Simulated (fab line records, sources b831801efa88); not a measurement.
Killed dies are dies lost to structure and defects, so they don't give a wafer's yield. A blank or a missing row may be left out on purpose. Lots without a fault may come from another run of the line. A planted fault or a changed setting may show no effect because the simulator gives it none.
A struck lot beside a sound one | flow sky130 | 16 steps out of a route of 708
Sound: wafers L655.3, L655.4, L655.5. Struck: wafers L674.1, L674.2, L674.3. The cause comes at the end.
At each step with rows: each side's tool, then ch and its chambers, then its first start. Under that, the readings that differ: sound wafers | struck wafers | difference of the means | sigmas: that difference in standard deviations of wafers without a fault.
alike: readings whose means differ by less than 2 such deviations, and words and numbers that are the same on both sides. not compared: withheld readings, readings that some wafer has no value for, bounds like >300 that may hide the same value, and numbers for which the record gives no deviation and whose values overlap.
The two part at a step that has a row with sigmas, a row that says differs or no value, or rows on one side only. Numbers that don't overlap but have no deviation are shown without sigmas and don't part them. A reading that every wafer of one side lacks parts them only if that side has two wafers or more.

first, 5 steps without rows for these wafers: SKY_POLY_GATE_COAT_08 (resist thk 450 nm); SKY_POLY_GATE_SOFTBAKE_09 (time 90 s); SKY_POLY_GATE_EXPOSE_10 (exposes mask P1M, target cd 150 nm); SKY_POLY_GATE_PEB_11; SKY_POLY_GATE_DEVELOP_12 (develop time 60 s).
SKY_POLY_GATE_CD_MEAS_13: target cd 150 nm.
  sound on cd_sem-02, day 17 10:36; struck on cd_sem-01, day 24 09:25
  alike: cd_nm
SKY_POLY_GATE_OVL_MEAS_14:
  sound on overlay-01, day 17 10:42; struck on overlay-01, day 24 09:32
  alike: POLY_GATE_OVL
SKY_POLY_GATE_ETCH_15: etches BARC in N2/H2, stops on SiO2, time 118.5 s, target depth 110 nm.
  sound on rie_diel-02 ch 0,2,3, day 17 10:43; struck on rie_diel-02 ch 0,2,3, day 24 09:34
  alike: drypump_motor_current_A, n2_flow_sccm, oes_product_au, throttle_valve_pct
  not compared: rf_hours_counter_h
SKY_POLY_GATE_ETCH_16: etches Si3N4 in CH3F/O2, stops on poly-Si, time 147.5 s, target depth 75 nm.
  sound on rie_diel-02 ch 0,2,3, day 17 10:48; struck on rie_diel-02 ch 0,2,3, day 24 09:39
  alike: drypump_motor_current_A, oes_product_au, throttle_valve_pct
  not compared: rf_hours_counter_h
SKY_POLY_GATE_ETCH_17: etches poly-Si in HBr/Cl2, stops on SiO2, target depth 180 nm, time 70.5 s.
  sound on rie_si-02 ch 1,2,3, day 17 10:54; struck on rie_si-02 ch 0,1,3, day 24 09:45
  alike: drypump_motor_current_A, oes_product_au, throttle_valve_pct
  not compared: rf_hours_counter_h
SKY_POLY_GATE_STRIP_18: strips in O2/N2.
  sound on plasma_asher-01 ch 0,1, day 17 10:59; struck on plasma_asher-04 ch 0,1, day 24 09:49
  alike: drypump_motor_current_A, n2_flow_sccm, oes_product_au, strip_time_to_endpoint_s
  not compared: rf_hours_counter_h
then, 1 step without rows for these wafers: SKY_POLY_GATE_CLEAN_19 (cleans in SC1/SC2, time 150 s).
SKY_POLY_GATE_OXIDATION_20: stabilise 600 s, purge 300 s, target thk 4 nm.
  sound on furnace-01 ch 0, day 17 11:07; struck on furnace-01 ch 0, day 24 11:22
SKY_POLY_GATE_THK_MEAS_21:
  sound on film_metro-02, day 17 12:23; struck on film_metro-03, day 24 13:00
  reading                      | sound          | struck         | difference | sigmas
  POLY_GATE_OXIDATION_THK (nm) | 3.92 3.91 3.85 | 6.70 6.63 6.75 | +2.80      | +30
SKY_POLY_GATE_CD_MEAS_22:
  sound on cd_sem-02, day 17 12:28; struck on cd_sem-01, day 24 13:04
  alike: cd_nm
-- the record jumps here: 26 days lie between the struck wafers' starts before and after (it left off in module POLY_GATE and takes up again in module PAD_OPEN, whose first step shown is number 708 of the route) --
SKY_PAD_OPEN_PROBE_99:
  sound on prober-02, day 46 13:29; struck on prober-02, day 50 21:35
  reading                                 | sound             | struck            | difference | sigmas
  model.etest.tip_sonos.rs_ohm_sq         | 2687 2662 2664    | 3158 3217 3274    | +545       |
  model.etest.tip_p.rs_ohm_sq             | 6768 6757 6673    | 7212 7270 7245    | +510       |
  model.etest.pfet_01v8.r_on_ohm_um       | 2754 2800 2703    | 3074 3086 3056    | +320       |
  model.etest.res_pdiff.line_ohm_um       | 1326 1291 1308    | 1409 1427 1427    | +113       |
  model.etest.tip_n.rs_ohm_sq             | 438.4 437.2 435.8 | 488.2 491.4 492.3 | +53.5      |
  model.etest.nfet_01v8.r_on_ohm_um       | 822.4 830.5 822.3 | 875.8 888.4 898.8 | +62.6      |
  model.etest.res_ndiff.line_ohm_um       | 742.4 735.6 746.5 | 788.2 809.7 803.9 | +59.1      |
  model.etest.sonos_uncharged.r_on_ohm_um | 798.5 809.3 802.7 | 844.9 832.2 836.9 | +34.5      |
  alike: killed_at_M0_to_M3, killed_at_M4_up, killed_at_contacts, killed_at_front_end, killed_at_other, killed_dies, killed_open, killed_short

WHERE THEY PART
Only at SKY_POLY_GATE_THK_MEAS_21, within this record. Later steps at which nothing parts them and some readings are alike: SKY_POLY_GATE_CD_MEAS_22, SKY_PAD_OPEN_PROBE_99.

WHY: what the simulator had put in
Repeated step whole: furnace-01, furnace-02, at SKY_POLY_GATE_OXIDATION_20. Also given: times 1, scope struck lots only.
